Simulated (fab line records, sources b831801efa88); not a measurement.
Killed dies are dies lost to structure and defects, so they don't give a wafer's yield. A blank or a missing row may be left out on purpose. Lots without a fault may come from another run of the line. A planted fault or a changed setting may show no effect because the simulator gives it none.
One fault seen from 2 desks | flow gf180mcu | each desk has only its own numbers; what lay behind them comes last

THE TOOL OWNER'S DESK: pvd_sputter-02
The tool's own readings at GF_V2_SPUTTER_21 (material Ti, target thk 15 nm, time 80.02 s): means of the sampled wafers that have a number, for each lot that ran on this tool. A lot is out of limits, marked OUT, if its mean lies more than 4 standard deviations from the usual mean; the brackets give that distance.
Columns: A = throttle_valve_pct at GF_V2_SPUTTER_21, usual 29.8 %
lot  | first seen here | A
L920 | day 20 19:07    | 29.7
L932 | day 25 00:46    | 29.3
This desk's finding: nothing out of limits on any of the 2 lots.

THE METROLOGY DESK
What the gauges read, lot by lot, whatever tool the lot ran on: means of the sampled wafers that have a number. A lot is out of limits, marked OUT, if its mean lies more than 4 standard deviations from the usual mean; the brackets give that distance.
Columns: A = cd_nm at GF_V2_CD_MEAS_14, usual 260.3 nm; B = V2_OVL at GF_V2_OVL_MEAS_15, usual 1 nm
lot  | first seen here | A     | B
L920 | day 20 18:19    | 260.0 | 1
L921 | day 21 00:14    | 258.0 | 2
L932 | day 24 23:56    | 259.8 | 5
L935 | day 25 22:09    | 260.1 | 1
L940 | day 27 15:22    | 259.9 | 4
This desk's finding: nothing out of limits on any of the 5 lots.

PUT TOGETHER
The tool owner's desk saw nothing out of limits.
The metrology desk saw nothing out of limits.

WHAT THE SIMULATOR HAD PUT IN
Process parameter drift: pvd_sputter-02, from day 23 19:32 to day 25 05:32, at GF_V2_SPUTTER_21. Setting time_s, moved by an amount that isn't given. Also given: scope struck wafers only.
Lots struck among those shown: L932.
